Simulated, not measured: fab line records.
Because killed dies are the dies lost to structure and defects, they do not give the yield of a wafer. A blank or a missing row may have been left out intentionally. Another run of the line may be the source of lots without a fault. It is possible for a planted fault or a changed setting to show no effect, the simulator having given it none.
One fault through the eyes of 2 desks / flow sky130 / each desk has only its own numbers; what lay behind them comes last

AT THE METROLOGY DESK
Means of the sampled wafers that have a number, per lot and without regard to the tool the lot ran on: this is what the gauges read. Any lot whose mean is over 4 standard deviations away from the usual mean is out of limits and marked OUT; that distance is given in the brackets.
Columns: A = NWELL_RS at SKY_NWELL_RS_MEAS_29, usual 623.9 ohm/sq; B = GATE_OXIDE_OVL at SKY_GATE_OXIDE_OVL_MEAS_10, usual -0.7 nm; C = POLY_GATE_CVD_00_THK at SKY_POLY_GATE_THK_MEAS_01, usual 179.2 nm; D = LDD_N_TW at SKY_LDD_N_TW_MEAS_17, usual 2551
lot=L350; first seen here=day 5 15:34; A=627.1; B=1.1; C=179.9; D=2573
lot=L352; first seen here=day 6 02:44; A=622.0; B=-0.3; C=177.0; D=2525
lot=L356; first seen here=day 6 22:22; A=624.5; B=-1.2; C=178.4; D=2515
lot=L357; first seen here=day 7 05:26; A=624.4; B=-1.3; C=179.5; D=2560
lot=L359; first seen here=day 7 19:20; A=625.9; B=-1.5; C=179.9; D=2518
lot=L360; first seen here=day 8 03:20; A=623.6; B=0.8; C=179.9; D=2567
lot=L361; first seen here=day 8 10:31; A=624.2; B=-2.5; C=181.3; D=2537
lot=L363; first seen here=day 8 19:17; A=621.9; B=-1.5; C=181.2; D=2553
lot=L365; first seen here=day 9 10:52; A=624.1; B=-0.9; C=181.2; D=2560
lot=L366; first seen here=day 9 14:39; A=623.8; B=-0.4; C=179.3; D=2515
lot=L368; first seen here=day 10 05:32; A=616.9; B=-0.0; C=177.4; D=2572
lot=L371; first seen here=day 10 21:56; A=613.1 (-6.0) OUT; B=-0.4; C=180.8; D=2577
lot=L372; first seen here=day 11 01:26; A=612.5 (-6.4) OUT; B=-1.0; C=177.1; D=2547
This desk's result: L371, L372 out of limits, first on L371 (NWELL_RS at SKY_NWELL_RS_MEAS_29), day 10 21:56. In limits: L350, L352, L356, L357, L359, L360, L361, L363, L365, L366, L368.

DESK OF THE TOOL OWNER: implanter-02
The tool's own readings at SKY_NWELL_IMPLANT_13, given as means over the sampled wafers that have a number, one for each lot that went through this tool. Any lot whose mean is over 4 standard deviations away from the usual mean is out of limits and marked OUT; that distance is given in the brackets.
Columns: A = dose-ions-cm2 at SKY_NWELL_IMPLANT_13, usual 6.998e+11; B = faraday-current-uA at SKY_NWELL_IMPLANT_13, usual 3.95
lot=L352; first seen here=day 5 08:16; A=6.997e+11; B=3.95
lot=L356; first seen here=day 6 03:03; A=7.004e+11; B=3.92
lot=L357; first seen here=day 6 09:29; A=7.002e+11; B=3.97
lot=L359; first seen here=day 6 21:50; A=6.987e+11; B=3.93
lot=L360; first seen here=day 7 06:35; A=7.002e+11; B=3.99
lot=L366; first seen here=day 8 17:17; A=6.998e+11; B=3.99
lot=L368; first seen here=day 9 07:19; A=1.057e+12 (+99 or more) OUT; B=6.08 (+31) OUT
lot=L371; first seen here=day 9 22:41; A=1.058e+12 (+99 or more) OUT; B=5.84 (+27) OUT
lot=L372; first seen here=day 10 02:29; A=1.058e+12 (+99 or more) OUT; B=6.03 (+30) OUT
This desk's finding: out of limits on L368, L371, L372; first on L368, day 9 07:19 (dose-ions-cm2 at SKY_NWELL_IMPLANT_13). In limits: L352, L356, L357, L359, L360, L366.

TAKEN TOGETHER
At day 9 07:19, on L368, L371, L372, the tool owner's desk was in a position to raise an alarm.
Metrology desk: alarm possible at day 10 21:56 on L371, L372.
The metrology desk has L368 on record, within its limits.
The lots listed all ran SKY_NWELL_IMPLANT_13 on implanter-02.

WHAT THE SIMULATOR PUT IN
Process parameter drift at SKY_NWELL_IMPLANT_13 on implanter-02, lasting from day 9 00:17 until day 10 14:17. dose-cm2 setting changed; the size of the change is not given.
Struck lots among those shown: L368, L371, L372.
Time in hours from fault onset to the first out-of-limits reading at each desk: tool owner's desk 7, metrology desk 46.
